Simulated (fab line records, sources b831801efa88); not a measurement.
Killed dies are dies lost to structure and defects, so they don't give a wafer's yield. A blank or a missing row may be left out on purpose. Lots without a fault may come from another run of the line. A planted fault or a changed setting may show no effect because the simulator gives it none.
fab line records | flow gf180mcu
record lots=14 wafers=42 last_day=34
route steps=602 shown M2@376 V2@383 M3@422 V3@431
lots that met no fault: from a run of the same line without faults
start_h: hours from the record's first day to the start of the lot's first wafer shown | wait_h: hours since the lot's step before | " the same as in the row above | L1.1+2: a row that stands for several wafers | - no value, or no start given | * or withheld: withheld | < > ~ a bound
route shown NAME@n: a module of which the file shows steps, and the number in the route of the first | usual: mean/standard deviation of fault-free wafers | same: alike in all rows | chamber/n: place in a boat | sites: the reading at each site | _std_site: their standard deviation | _edge_site: outer sites' mean less inner sites' | radius_mm: how far each site lies from the wafer's centre | mask NAME#n: copy n | behind: the tool/chamber that last shaped the wafer | hold: why the lot was held/for how many hours/how that ended | device: the transistor (n, p or np) that didn't switch | end of line: the same wafers' tests at the end of the route | a step without rows: its recipe alone | killed: dies lost to structure and defects at the first sort, not the wafer's yield | map: a wafer's dies, x killed, . not, _ none there
set.NAME: the setting as run; set.NAME@STEP: as run at that earlier step | model.NAME: the simulator's own value behind a step, which no gauge read
steps of the route over a sample of lots; a table a step, a row a wafer
services: from which hour (start_h, from the record's first day; less than 0 if before it) a tool's chamber was out of use, for how many hours, and why
## steps
# step GF_M2_CD_MEAS_14
# recipe target_cd_nm=280
# usual cd_nm=280.1/1.4
# columns lot.wafer tool chamber start_h wait_h cd_nm
L539.2 cd_sem-02 - 439.41 0.1 278.8
L539.3 " - " " 278.6
L539.6 " - " " 279.6
L541.4 cd_sem-01 - 456.77 0.1 281.3
L541.5 " - " " 281.1
L541.6 " - " " 280.8
L542.4 cd_sem-02 - 467.46 0.1 280.5
L542.5 " - " " 280.3
L542.6 " - " " 280.6
L543.1 cd_sem-01 - 478.11 0.1 281.4
L543.2 " - " " 280.7
L543.4 " - " " 280.4
L545.1 cd_sem-01 - 498.15 0.1 282.0
L545.2 " - " " 282.0
L545.3 " - " " 281.3
L546.3 cd_sem-02 - 508.49 0.1 279.6
L546.4 " - " " 278.2
L546.6 " - " " 278.9
L552.1 cd_sem-01 - 554.74 0.1 277.3
L552.2 " - " " 276.5
L552.6 " - " " 276.6
L553.1 cd_sem-01 - 560.77 0.2 280.1
L553.3 " - " " 280.0
L553.6 " - " " 280.9
L554.1 cd_sem-01 - 573.20 0.1 279.8
L554.2 " - " " 278.5
L554.6 " - " " 279.2
L555.4 cd_sem-02 - 581.76 0.1 282.4
L555.5 " - " " 283.0
L555.6 " - " " 283.3
L558.1 cd_sem-01 - 604.80 0.1 281.4
L558.5 " - " " 281.2
L558.6 " - " " 281.3
L559.1 cd_sem-01 - 609.39 0.2 282.0
L559.3 " - " " 282.3
L559.4 " - " " 280.6
L561.1 cd_sem-01 - 616.04 0.1 279.5
L561.2 " - " " 278.3
L561.3 " - " " 279.9
L562.2 cd_sem-02 - 627.42 0.1 279.3
L562.3 " - " " 278.1
L562.4 " - " " 277.5
# step GF_V2_THK_MEAS_01
# recipe reads=SiO2_of_V2_CVD_00
# usual V2_CVD_00_THK=597/6.1
# columns lot.wafer tool chamber start_h wait_h V2_CVD_00_THK[nm]
L539.2 film_metro-04 - 440.42 0.0 589
L539.3 " - " " 595
L539.6 " - " " 594
L541.4 film_metro-04 - 457.76 0.0 593
L541.5 " - " " 595
L541.6 " - " " 595
L542.4 film_metro-03 - 468.33 0.0 594
L542.5 " - " " 594
L542.6 " - " " 596
L543.1 film_metro-01 - 479.00 0.0 603
L543.2 " - " " 596
L543.4 " - " " 606
L545.1 film_metro-03 - 499.13 0.0 601
L545.2 " - " " 597
L545.3 " - " " 604
L546.3 film_metro-03 - 509.45 0.1 607
L546.4 " - " " 606
L546.6 " - " " 605
L552.1 film_metro-03 - 555.63 0.0 594
L552.2 " - " " 593
L552.6 " - " " 597
L553.1 film_metro-01 - 561.67 0.0 601
L553.3 " - " " 599
L553.6 " - " " 600
L554.1 film_metro-03 - 574.12 0.0 607
L554.2 " - " " 602
L554.6 " - " " 586
L555.4 film_metro-01 - 582.62 0.0 595
L555.5 " - " " 603
L555.6 " - " " 594
L558.1 film_metro-04 - 605.73 0.0 594
L558.5 " - " " 590
L558.6 " - " " 591
L559.1 film_metro-01 - 610.44 0.0 584
L559.3 " - " " 590
L559.4 " - " " 589
L561.1 film_metro-04 - 616.96 0.0 597
L561.2 " - " " 606
L561.3 " - " " 599
L562.2 film_metro-01 - 628.33 0.0 587
L562.3 " - " " 588
L562.4 " - " " 586
# step GF_M3_DEVELOP_13
# recipe develop_time_s=60 dev_temp_c=21
# usual chill_plate_temp_C=23.01/0.11 develop_time_s=60/0
# columns lot.wafer tool chamber start_h wait_h chill_plate_temp_C develop_time_s
L539.2 litho_track-01 0 490.43 0.2 22.86 60
L539.3 " 0 " " 23.11 60
L539.6 " 0 " " 22.95 60
L541.4 litho_track-03 0 507.03 0.1 22.90 60
L541.5 " 0 " " 22.88 60
L541.6 " 0 " " 22.92 60
L542.4 litho_track-01 0 517.88 0.1 22.93 60
L542.5 " 0 " " 22.87 60
L542.6 " 0 " " 22.86 60
L543.1 litho_track-01 0 528.35 0.2 23.03 60
L543.2 " 0 " " 22.96 60
L543.4 " 0 " " 22.95 60
L545.1 litho_track-01 - 547.30 0.2 - -
L545.2 " - " " - -
L545.3 " - " " - -
L546.3 litho_track-03 - 556.65 0.1 - -
L546.4 " - " " - -
L546.6 " - " " - -
L552.1 litho_track-04 0 600.77 0.2 22.82 60
L552.2 " 0 " " 22.78 60
L552.6 " 0 " " 22.99 60
L553.1 litho_track-03 0 606.10 0.2 23.08 60
L553.3 " 0 " " 23.11 60
L553.6 " 0 " " 23.05 60
L554.1 litho_track-03 0 618.55 0.2 22.98 60
L554.2 " 0 " " 22.95 60
L554.6 " 0 " " 22.94 60
L555.4 litho_track-03 0 626.32 0.1 23.07 60
L555.5 " 0 " " 23.13 60
L555.6 " 0 " " 23.12 60
L558.1 litho_track-04 0 648.37 0.2 23.06 60
L558.5 " 0 " " 23.01 60
L558.6 " 0 " " 23.20 60
L559.1 litho_track-04 0 652.82 0.2 23.09 60
L559.3 " 0 " " 22.93 60
L559.4 " 0 " " 22.90 60
L561.1 litho_track-04 0 658.77 0.2 23.14 60
L561.2 " 0 " " 22.97 60
L561.3 " 0 " " 23.17 60
L562.2 litho_track-03 0 669.72 0.2 22.89 60
L562.3 " 0 " " 23.00 60
L562.4 " 0 " " 23.02 60
# step GF_V3_CVD_02
# recipe material=SiO2 target_thk_nm=850 precursor=TEOS temp_c=400 time_s=94.851 rf_w=600
# usual heater_power_w=612/67
# same time_s=94.851
# columns lot.wafer tool chamber start_h wait_h heater_power_w
L539.2 pecvd-03 2 491.51 0.0 563
L539.3 " 1 " " 607
L539.6 " 1 " " 655
L541.4 pecvd-04 2 508.43 0.1 602
L541.5 " 1 " " 652
L541.6 " 0 " " 686
L542.4 pecvd-03 1 518.94 0.1 664
L542.5 " 0 " " 611
L542.6 " 1 " " 687
L543.1 pecvd-02 0 529.52 0.1 661
L543.2 " 1 " " 626
L543.4 " 0 " " 746
L552.1 pecvd-04 0 601.87 0.1 707
L552.2 " 2 " " 560
L552.6 " 0 " " 703
L553.1 pecvd-04 0 607.24 0.1 713
L553.3 " 2 " " 577
L553.6 " 2 " " 602
L554.1 pecvd-04 2 619.78 0.1 495
L554.2 " 1 " " 585
L554.6 " 0 " " 744
L555.4 pecvd-04 0 627.38 0.1 723
L555.5 " 2 " " 605
L555.6 " 1 " " 520
L558.1 pecvd-04 1 649.60 0.1 558
L558.5 " 1 " " 612
L558.6 " 0 " " 653
L559.1 pecvd-04 2 653.96 0.1 525
L559.3 " 1 " " 553
L559.4 " 0 " " 589
L561.1 pecvd-04 0 659.87 0.1 678
L561.2 " 1 " " 685
L561.3 " 2 " " 509
L562.2 pecvd-04 0 670.93 0.0 688
L562.3 " 2 " " 562
L562.4 " 2 " " 595
## services
# columns tool chamber start_h hours kind
pecvd-02 1 469.48 12.6 repair
pecvd-03 2 517.27 3.9 repair
pecvd-03 0 560.89 4.0 repair
pecvd-03 - 591.12 14.0 pm
pecvd-03 0 591.12 14.0 vent_cycle
pecvd-03 1 591.12 14.0 vent_cycle
pecvd-03 2 591.12 14.0 vent_cycle
pecvd-03 0 605.12 - clean
pecvd-03 1 605.12 - clean
pecvd-03 2 605.12 - clean
pecvd-03 - 627.72 2.8 pm
## key
first_sign step=GF_M3_DEVELOP_13 reading=tool_record direction=missing
effect none on later readings
met_at GF_M3_DEVELOP_13
struck_lots L545,L546
later_rows_left_out L545.1,L545.2,L545.3,L546.3,L546.4,L546.6
sort_left_out L545.1,L545.2,L545.3,L546.3,L546.4,L546.6
not_acting_at GF_M2_CD_MEAS_14,GF_V2_THK_MEAS_01,GF_V3_CVD_02
onset_between 528.35 547.30
fault kind=skipped_step_whole tool=litho_track-01,litho_track-03 chamber=- onset_h=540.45 steps=GF_M3_DEVELOP_13 scope=struck_lots_only
# sort_left_out: the simulated sort isn't trusted on such a fault, so these wafers' sort isn't shown, and their yield isn't known
# later_rows_left_out: the simulator's readings of these wafers behind a module that went badly wrong aren't trusted and aren't shown, but for the sort
